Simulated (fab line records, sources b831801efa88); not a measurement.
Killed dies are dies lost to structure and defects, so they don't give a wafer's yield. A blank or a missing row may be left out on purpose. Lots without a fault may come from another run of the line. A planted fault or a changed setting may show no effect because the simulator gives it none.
Chamber matching | flow gf180mcu | GF_POLY_GATE_ETCH_13 on rie_si-02: 4 sister chambers
The step etches poly-Si in HBr/Cl2, stops on SiO2, target depth 198.5 nm, time 69.6 s. 8 wafers are shown with their chamber, then 9 later ones without.

WAFERS WITH THEIR CHAMBER
wafer  | chamber | drypump_motor_current_A (A) | throttle_valve_pct (%)
L101.2 | 2       | 5.9                         | 33.687
L102.6 | 2       | 5.9                         | 33.688
L103.5 | 1       | 5.9                         | 33.692
L106.1 | 0       | 5.2                         | 33.668
L106.4 | 1       | 5.9                         | 33.684
L114.1 | 3       | 5.9                         | 33.685
L114.4 | 3       | 5.8                         | 33.680
L114.6 | 0       | 5.2                         | 33.677

WAFERS WITHOUT THEIR CHAMBER
wafer  | drypump_motor_current_A (A) | throttle_valve_pct (%)
L117.3 | 5.9                         | 33.678
L117.5 | 5.2                         | 33.705
L117.6 | 5.9                         | 33.683
L118.1 | 5.9                         | 33.676
L118.3 | 5.9                         | 33.680
L118.6 | 5.9                         | 33.699
L119.4 | 5.2                         | 33.683
L119.5 | 5.9                         | 33.689
L119.6 | 5.9                         | 33.684

WHICH CHAMBER EACH WENT THROUGH
wafer  | from the rows above          | in truth
L117.3 | can't be placed: 3 or 2 or 1 | 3
L117.5 | 0                            | 0
L117.6 | can't be placed: 2 or 1 or 3 | 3
L118.1 | can't be placed: 3 or 2 or 1 | 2
L118.3 | can't be placed: 3 or 2 or 1 | 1
L118.6 | can't be placed: 1 or 2 or 3 | 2
L119.4 | 0                            | 0
L119.5 | can't be placed: 1 or 2 or 3 | 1
L119.6 | can't be placed: 2 or 1 or 3 | 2
Placed correctly: 2 of 9. Can't be placed from these rows: 7 (the true chamber is among the candidates in 7). Placed wrongly: 0.
How it was worked out, from the rows above alone: a wafer's distance from a chamber is the root of the sum, over the readings, of the square of ((its reading less the chamber's mean) divided by the reading's scatter). The wafer belongs to the nearest chamber; if the next one is less than 2 further off, it can't be placed. A chamber's mean is the mean of its shown wafers. The scatter: the root of (the sum of the squares of (reading less its chamber's mean) over the shown wafers, divided by (wafers less chambers)).
